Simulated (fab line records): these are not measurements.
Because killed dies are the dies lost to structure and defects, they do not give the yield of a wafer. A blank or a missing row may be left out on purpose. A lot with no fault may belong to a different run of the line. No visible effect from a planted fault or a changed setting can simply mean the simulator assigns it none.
Comparing a struck lot with a sound one + flow gf180mcu + 14 steps out of a route of 602
Sound: these wafers, L697.1, L697.3, L697.4. Wafers struck: L692.1, L692.4, L692.5. The cause is named last.
Each step with rows lists, per side, the tool, then ch with its chambers, then its first start. Under that, the readings that differ: sound wafers + struck wafers + difference of the means + sigmas: that difference in standard deviations of wafers without a fault.
alike: readings whose means differ by less than 2 such deviations, and words and numbers that are the same on both sides. not compared: withheld readings, readings that some wafer has no value for, bounds like >300 that may hide the same value, and numbers for which the record gives no deviation and whose values overlap.
A row with sigmas, a row that says differs or no value, or rows on one side alone: a step with any of these is where the two part. Numbers that have no deviation but don't overlap get no sigmas and don't part them. A reading missing from all wafers of one side parts the sides only when that side holds two or more wafers.

first, 6 steps without rows for these wafers: GF_POLY_GATE_COAT_04; GF_POLY_GATE_COAT_05 (resist thk 709.9 nm); GF_POLY_GATE_SOFTBAKE_06 (time 60 s); GF_POLY_GATE_EXPOSE_07 (exposes mask Poly2, target cd 280 nm); GF_POLY_GATE_PEB_08 (peb time 90 s); GF_POLY_GATE_DEVELOP_09 (develop time 60 s).
GF_POLY_GATE_CD_MEAS_10: the cd target is 280 nm.
  sound on cd_sem-02 at day 11 11:14; struck on cd_sem-02 at day 9 14:24
| reading    | sound             | struck            | difference | sigmas |
|------------|-------------------|-------------------|------------|--------|
| cd_nm (nm) | 278.7 277.8 277.9 | 281.1 281.6 281.1 | +3.1       | +3     |
GF_POLY_GATE_OVL_MEAS_11:
  sound on overlay-01 at day 11 11:21; struck on overlay-02 at day 9 14:31
  alike: POLY_GATE_OVL
GF_POLY_GATE_ETCH_12: etches BARC in N2/H2.
  sound on rie_diel-01 ch 0,2,3, day 11 11:23; struck on rie_diel-03 ch 0,1, day 9 14:33
  alike: drypump_motor_current_A, oes_product_au, throttle_valve_pct
GF_POLY_GATE_ETCH_13: etches poly-Si in HBr/Cl2, stops on SiO2, target depth 198.5 nm, time 69.6 s.
  sound on rie_si-02 ch 1,2,3, day 11 11:26; struck on rie_si-01 ch 0,1,3, day 9 14:36
  alike: drypump_motor_current_A, oes_product_au, throttle_valve_pct
  not compared: rf_hours_counter_h
GF_POLY_GATE_STRIP_14: strips in O2/N2.
  sound on plasma_asher-04 ch 0,1, day 11 11:29; struck on plasma_asher-02 ch 0,1, day 9 14:40
  alike: drypump_motor_current_A, heater_power_w, oes_product_au
  not compared: rf_hours_counter_h
then, 1 step without rows for these wafers: GF_POLY_GATE_CLEAN_15 (cleans in SC1/SC2, time 150 s).
GF_POLY_GATE_OXIDATION_16: stabilise 600 s, purge 300 s, target thk 4 nm.
  sound on furnace-01 ch 0, day 11 13:20; struck on furnace-02, day 9 14:49
  no value came back on the struck wafers for ox_temp_c (C), ox_temp_c_max; on the sound wafers ox_temp_c (C) reads 849.9 850.2 849.5
GF_POLY_GATE_CD_MEAS_18:
  sound on cd_sem-02 at day 11 14:38; struck on cd_sem-02 at day 9 20:01
| reading    | sound             | struck                                                                     | difference                   | sigmas |
|------------|-------------------|----------------------------------------------------------------------------|------------------------------|--------|
| hold       | - - -             | await_dispo/3.4h/release await_dispo/3.4h/release await_dispo/3.4h/release | no value on the sound wafers |        |
| cd_nm (nm) | 278.2 277.9 278.2 | 281.3 281.2 282.2                                                          | +3.5                         | +2     |

## WHERE THEY PART
At GF_POLY_GATE_CD_MEAS_10 first; at GF_POLY_GATE_CD_MEAS_18 last (within this record only).

WHY: what had been put in by the simulator
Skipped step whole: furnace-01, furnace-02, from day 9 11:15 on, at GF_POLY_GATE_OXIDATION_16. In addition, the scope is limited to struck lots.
